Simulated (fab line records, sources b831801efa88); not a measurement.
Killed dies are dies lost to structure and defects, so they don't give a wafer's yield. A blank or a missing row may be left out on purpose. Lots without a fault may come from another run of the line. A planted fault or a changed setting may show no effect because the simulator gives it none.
A struck lot beside a sound one | flow sky130 | 15 steps out of a route of 708
Sound: wafers L261.2, L261.3, L261.4. Struck: wafer L271.1. (L271.3, L271.4 of the same lot were not struck and are left out.) The cause comes at the end.
At each step with rows: each side's tool, then ch and its chambers, then its first start. Under that, the readings that differ: sound wafers | struck wafers | difference of the means | sigmas: that difference in standard deviations of wafers without a fault.
alike: readings whose means differ by less than 2 such deviations, and words and numbers that are the same on both sides. not compared: withheld readings, readings that some wafer has no value for, bounds like >300 that may hide the same value, and numbers for which the record gives no deviation and whose values overlap.
The two part at a step that has a row with sigmas, a row that says differs or no value, or rows on one side only. Numbers that don't overlap but have no deviation are shown without sigmas and don't part them. A reading that every wafer of one side lacks parts them only if that side has two wafers or more.

first, 6 steps without rows for these wafers: SKY_VIA4_HMDS_05 (prime time 60 s); SKY_VIA4_COAT_06 (resist thk 1140 nm); SKY_VIA4_SOFTBAKE_07 (time 60 s); SKY_VIA4_EXPOSE_08 (exposes mask VIM4, target cd 800 nm); SKY_VIA4_PEB_09; SKY_VIA4_DEVELOP_10 (develop time 60 s).
SKY_VIA4_OVL_MEAS_11:
  sound on overlay-01, day 43 16:02; struck on overlay-01, day 46 06:59
  alike: VIA4_OVL
SKY_VIA4_ETCH_12: etches SiO2 in C4F8/O2/Ar, stops on TiN, target depth 580 nm.
  sound on rie_diel-04 ch 0,1,2, day 43 16:04; struck on rie_diel-04 ch 3, day 46 07:02
  alike: oes_product_au
SKY_VIA4_STRIP_13: strips in O2/N2.
  sound on plasma_asher-01 ch 0,1, day 43 16:08; struck on plasma_asher-04 ch 1, day 46 07:06
  alike: drypump_motor_current_A, oes_product_au, strip_time_to_endpoint_s
  not compared: rf_hours_counter_h
then, 3 steps without rows for these wafers: SKY_VIA4_STRIP_14 (strips in post etch residue remover, time 1200 s); SKY_VIA4_CLEAN_15 (cleans in IPA, time 180 s); SKY_VIA4_CLEAN_16 (cleans in O3/DIW).
SKY_VIA4_SPUTTER_17: material TiN, target thk 20 nm, time 80 s.
  sound on pvd_sputter-04, day 43 16:43; struck on pvd_sputter-02, day 46 07:41
  reading                                  | sound            | struck | difference | sigmas
  model.TiN_of_VIA4_SPUTTER_17.thk_nm (nm) | 19.69 19.85 19.5 | 17.41  | -2.27      |
  alike: chamber_pressure_pa, throttle_valve_pct
SKY_VIA4_CVD_18: deposits W, target thk 505 nm, time 152.14 s.
  sound on cvd_w-01 ch 0,1, day 43 16:47; struck on cvd_w-02 ch 0, day 46 07:45
  alike: heater_power_w
-- the record jumps here: 3 days lie between the struck wafers' starts before and after (it left off in module VIA4 and takes up again in module PAD_OPEN, whose first step shown is number 708 of the route) --
SKY_PAD_OPEN_PROBE_99:
  sound on prober-01, day 46 13:26; struck on prober-01, day 48 22:52
  reading         | sound | struck | difference | sigmas
  killed_at_M4_up | 3 0 3 | 6      | +4         | +2
  alike: defect_limited_yield, killed_at_M0_to_M3, killed_at_contacts, killed_at_front_end, killed_at_other, killed_dies, killed_open, killed_short, sort_bin_3_pad_short, sort_bin_5_function, sort_bin_6_memory, sort_n_pass, sort_yield_pct

WHERE THEY PART
Only at SKY_PAD_OPEN_PROBE_99, within this record.

WHY: what the simulator had put in
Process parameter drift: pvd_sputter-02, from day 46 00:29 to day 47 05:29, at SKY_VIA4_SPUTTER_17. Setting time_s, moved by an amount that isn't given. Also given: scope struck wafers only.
